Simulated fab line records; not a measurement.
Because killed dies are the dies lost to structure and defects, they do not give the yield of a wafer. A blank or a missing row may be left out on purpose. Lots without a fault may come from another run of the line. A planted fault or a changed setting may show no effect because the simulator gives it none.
Which tool did it?	flow sky130	12 lots with 36 wafers sampled at 5 steps, on a route of 708 steps

## WHAT THE GAUGES READ, wafer by wafer
Not one reading of a measure or inspect step in the record can be checked against a usual standard deviation.

## WHICH TOOL RAN EACH LOT (tool, then ch and the chambers of the sampled wafers, then the start)
lot	SKY_METAL3_ETCH_16	SKY_METAL4_SPUTTER_02	SKY_VIA4_CMP_02	SKY_VIA4_EXPOSE_08	SKY_PAD_OPEN_PROBE_99
L870	rie_metal-02 ch 0,1, day 39 01:25	pvd_sputter-01, day 40 05:23	cmp-01 ch 1,2,3, day 42 06:46	iline_stepper-02 ch 0, day 42 18:23	-
L871	rie_metal-04 ch 1, day 39 19:36	pvd_sputter-01, day 40 22:22	cmp-01 ch 0,1,3, day 43 09:07	iline_stepper-01 ch 0, day 43 21:55	-
L872	rie_metal-04 ch 0,1, day 40 00:07	pvd_sputter-02, day 41 04:26	cmp-02 ch 0,1, day 43 09:12	iline_stepper-02 ch 0, day 43 22:19	prober-02, day 47 05:56
L875	rie_metal-04 ch 0,1, day 40 10:19	pvd_sputter-02, day 41 13:29	cmp-02 ch 0,2,3, day 43 13:08	iline_stepper-01 ch 0, day 44 02:33	-
L878	rie_metal-04 ch 0,1, day 41 03:46	pvd_sputter-02, day 42 05:03	cmp-02 ch 0,2,3, day 44 06:11	iline_stepper-01 ch 0, day 44 16:36	-
L879	rie_metal-03 ch 0,1, day 41 17:52	pvd_sputter-02, day 42 20:56	cmp-02 ch 2,3, day 44 21:43	iline_stepper-02 ch 0, day 45 08:55	-
L881	rie_metal-04 ch 0,1, day 42 06:04	pvd_sputter-02, day 43 09:40	cmp-02 ch 1,2,3, day 45 09:48	iline_stepper-02 ch 0, day 45 20:35	-
L883	rie_metal-02 ch 0, day 42 08:28	pvd_sputter-02, day 43 11:47	cmp-02 ch 0,2,3, day 45 10:35	iline_stepper-02 ch 0, day 45 21:53	prober-01, day 49 02:50
L882	rie_metal-04 ch 0,1, day 42 09:52	pvd_sputter-04, day 43 12:29	cmp-01 ch 0,1, day 45 10:57	iline_stepper-01 ch 0, day 45 22:13	-
L884	rie_metal-03 ch 0,1, day 43 05:19	pvd_sputter-04, day 44 08:33	cmp-02 ch 1,2,3, day 46 10:00	iline_stepper-01 ch 0, day 46 17:47	-
L885	rie_metal-02 ch 0,1, day 43 07:19	pvd_sputter-01, day 44 10:08	cmp-01 ch 1,2, day 46 11:23	iline_stepper-01 ch 0, day 46 20:08	-
L891	rie_metal-03 ch 0,1, day 44 12:25	pvd_sputter-02, day 45 13:15	cmp-01 ch 2,3, day 47 07:01	iline_stepper-01 ch 0, day 47 16:02	prober-02, day 50 12:50
- SKY_METAL3_ETCH_16: etches BARC in N2/H2, stops on SiO2, time 88.2 s, target depth 60 nm.
- SKY_METAL4_SPUTTER_02: material AlCu, target thk 735 nm, time 39.1 s.
- SKY_VIA4_CMP_02: polishes SiO2.
- SKY_VIA4_EXPOSE_08: exposes mask VIM4, target cd 800 nm.
- SKY_PAD_OPEN_PROBE_99

## WHAT THE TOOLS THEMSELVES READ (means of the sampled wafers that have a number; where no wafer has one, the mark that the record gives instead)
SKY_METAL3_ETCH_16. Usual: chamber_pressure_mTorr 29.998 mTorr, standard deviation 0.028; drypump_motor_current_A 5.7 A, standard deviation 0.44; oes_product_au 0.622 a.u., standard deviation 0.0043; throttle_valve_pct 13.204 %, standard deviation 0.0092.
lot	tool	chamber_pressure_mTorr (mTorr)	drypump_motor_current_A (A)	oes_product_au (a.u.)	throttle_valve_pct (%)	flag
L870	rie_metal-02	29.998	5.8	0.622	13.196	
L871	rie_metal-04	30.003	5.7	0.620	13.208	
L872	rie_metal-04	30.007	6.0	0.622	13.201	
L875	rie_metal-04	29.989	6.0	0.620	13.194	
L878	rie_metal-04	29.993	6.0	0.625	13.202	
L879	rie_metal-03	29.962	5.1	0.622	13.199	
L881	rie_metal-04	29.996	5.9	0.624	13.202	
L883	rie_metal-02	29.985	5.6	0.622	13.213	
L882	rie_metal-04	29.989	5.9	0.622	13.195	
L884	rie_metal-03	30.031	5.1	0.622	13.207	
L885	rie_metal-02	29.989	5.7	0.621	13.203	
L891	rie_metal-03	30.009	5.3	0.618	13.202	

SKY_METAL4_SPUTTER_02. Usual: 30.1 % for throttle_valve_pct, sd 1.
lot	tool	throttle_valve_pct (%)	flag
L870	pvd_sputter-01	30.1	
L871	pvd_sputter-01	30.7	
L872	pvd_sputter-02	30.3	
L875	pvd_sputter-02	29.9	
L878	pvd_sputter-02	29.6	
L879	pvd_sputter-02	29.9	
L881	pvd_sputter-02	29.5	
L883	pvd_sputter-02	29.9	
L882	pvd_sputter-04	30.1	
L884	pvd_sputter-04	29.8	
L885	pvd_sputter-01	30.9	
L891	pvd_sputter-02	30.0	

SKY_VIA4_CMP_02. Usual: head_pressure_psi 4.001 psi, standard deviation 0.009; motor_current_A 12.4 A, standard deviation 0.86.
lot	tool	head_pressure_psi (psi)	motor_current_A (A)	flag
L870	cmp-01	4.002	12.1	
L871	cmp-01	4.002	11.7	
L872	cmp-02	4.005	11.6	
L875	cmp-02	3.992	13.0	
L878	cmp-02	4.000	12.6	
L879	cmp-02	4.003	14.0	
L881	cmp-02	4.001	12.7	
L883	cmp-02	4.006	13.2	
L882	cmp-01	3.999	11.8	
L884	cmp-02	4.002	12.6	
L885	cmp-01	3.997	12.9	
L891	cmp-01	3.992	12.4	

SKY_PAD_OPEN_PROBE_99. Usual: defect_limited_yield 82.9 %, standard deviation 1.8; killed_at_M0_to_M3 42, standard deviation 7.2; killed_at_M4_up 3.2, standard deviation 1.8; killed_at_contacts 24, standard deviation 5.4; killed_at_front_end 15, standard deviation 4; killed_at_other 0.3, standard deviation 0.59; killed_dies 84, standard deviation 9; killed_on_rim 17, standard deviation 3.3; killed_open 46, standard deviation 7.1; killed_short 38, standard deviation 6; sort_bin_3_pad_short 0.8 %, standard deviation 0.41; sort_bin_5_function 10.1 %, standard deviation 1.3; sort_bin_6_memory 6.3 %, standard deviation 1.2; sort_n_pass 408, standard deviation 9; sort_yield_pct 82.9 %, standard deviation 1.8.
lot	tool	defect_limited_yield (%)	killed_at_M0_to_M3	killed_at_M4_up	killed_at_contacts	killed_at_front_end	killed_at_other	killed_dies	killed_on_rim	killed_open	killed_short	sort_bin_3_pad_short (%)	sort_bin_5_function (%)	sort_bin_6_memory (%)	sort_n_pass	sort_yield_pct (%)	flag
L872	prober-02	80.9	46	1.7	30	16	0.0	94	19	51	42	1.1	10.8	7.2	398	80.9	
L883	prober-01	80.6	50	3.0	28	14	0.7	95	18	54	41	0.7	10.6	8.1	397	80.6	
L891	prober-02	27.0	334	2.0	15	8	0.0	359	67	26	21	5.2	49.5	18.4	133	27.0	OFF

## THE ANSWER, worked out from the rows above alone
Rule: lot off if the mean of its wafers having a number is beyond 3 standard deviations from the usual mean. A lot without any number at a reading at which 4 lots or more have one is off too. All remaining lots with rows at the step are treated as sound. After the gauges, taken in route order, come the tools' own readings; for these a lot's mean is taken, as printed above. The first step at which some lot is off is used, and at that step the reading that is off furthest; a lot without a number counts as furthest.
Off, at SKY_PAD_OPEN_PROBE_99 on killed_at_M0_to_M3: L891. Neither off nor sound, because the step has no rows for them: L870, L871, L875, L878, L879, L881, L882, L884, L885.
A tool fits if, at that step or a process step before it, it ran every lot that is off, and no sound lot after the first of them. Can't be told from this: 5 tools fit, rie_metal-03 at SKY_METAL3_ETCH_16, pvd_sputter-02 at SKY_METAL4_SPUTTER_02, cmp-01 at SKY_VIA4_CMP_02, iline_stepper-01 at SKY_VIA4_EXPOSE_08, prober-02 at SKY_PAD_OPEN_PROBE_99.

## WHAT THE SIMULATOR PUT IN
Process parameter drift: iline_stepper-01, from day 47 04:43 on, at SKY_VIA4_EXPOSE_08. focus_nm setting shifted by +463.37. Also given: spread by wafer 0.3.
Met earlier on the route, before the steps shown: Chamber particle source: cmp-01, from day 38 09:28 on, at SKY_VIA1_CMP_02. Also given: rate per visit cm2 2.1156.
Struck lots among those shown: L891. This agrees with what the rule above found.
